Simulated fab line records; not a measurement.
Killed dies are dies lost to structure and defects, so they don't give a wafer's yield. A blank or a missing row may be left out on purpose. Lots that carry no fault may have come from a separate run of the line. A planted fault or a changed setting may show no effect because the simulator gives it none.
One fault seen from 2 desks    flow sky130    what lay behind the numbers comes last; until then each desk has only its own

## AT THE METROLOGY DESK
What the gauges read, lot by lot, whatever tool the lot ran on: means of the sampled wafers that have a number. Marked OUT: a lot whose mean sits more than 4 standard deviations from the usual mean, which makes it out of limits; the brackets give that distance.
Columns: A = LOCAL_INTERCONNECT_TIN_RS at SKY_LOCAL_INTERCONNECT_RS_MEAS_01, usual 14.05 ohm/sq
lot   first seen here  A
L226  day 29 10:14     14.01
L227  day 29 15:17     14.07
L228  day 30 03:20     14.01
L230  day 30 11:13     14.05
L231  day 31 08:11     14.03
L232  day 31 12:08     14.05
L233  day 31 22:45     13.90
L234  day 32 03:31     13.91
L235  day 32 11:14     14.06
L238  day 33 07:26     14.19
L243  day 35 09:08     14.21
L245  day 35 10:44     14.11
L246  day 35 16:40     14.16
L247  day 36 02:03     14.17
This desk found nothing out of limits on any of the 14 lots.

## FOR THE TOOL OWNER'S DESK: rieDiel-02
The tool's own readings at SKY_CONTACT_ETCH_16 (etches BARC in N2/H2, stops on SiO2, time 45.9 s, target depth 60 nm): means of the sampled wafers that have a number, for each lot that ran on this tool. Marked OUT: a lot whose mean sits more than 4 standard deviations from the usual mean, which makes it out of limits; the brackets give that distance.
Columns: A = drypumpMotorCurrentA at SKY_CONTACT_ETCH_16, usual 5.7 A; B = oesProductAu at SKY_CONTACT_ETCH_16, usual 0.855 a.u.; C = rfFwdPowerW at SKY_CONTACT_ETCH_16, usual 494.6 W; D = runLengthS at SKY_CONTACT_ETCH_16, usual 74.14 s; E = throttleValvePct at SKY_CONTACT_ETCH_16, usual 13.226 %
lot   first seen here  A    B                 C      D                 E
L226  day 31 19:08     5.2  0.854             492.0  74.46             13.230
L228  day 32 13:46     5.4  0.861             493.8  74.44             13.229
L235  day 34 18:22     5.8  0.858             496.7  74.08             13.216
L243  day 37 14:02     5.9  0.832 (-4.8) OUT  493.8  76.68 (+9.1) OUT  13.226
L245  day 37 16:07     5.6  0.830 (-5.3) OUT  495.8  76.59 (+8.8) OUT  13.215
This desk finds L243, L245 out of limits, L243 being first, at day 37 14:02 (oesProductAu at SKY_CONTACT_ETCH_16). L226, L228, L235 stayed within limits.

## TAKEN TOGETHER
The tool owner's desk had the chance to raise an alarm at day 37 14:02 on L243, L245.
From the metrology desk's view, nothing was out of limits.
The metrology desk holds a record of L243, L245, inside its limits.
The lots listed all ran SKY_CONTACT_ETCH_16 on rieDiel-02.

## WHAT WAS PUT IN BY THE SIMULATOR
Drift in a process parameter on rieDiel-02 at SKY_CONTACT_ETCH_16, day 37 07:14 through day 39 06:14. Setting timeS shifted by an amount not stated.
Struck lots among those shown: L243, L245.
Hours from the fault's start to each desk's first reading out of limits: the tool owner's desk, 7.
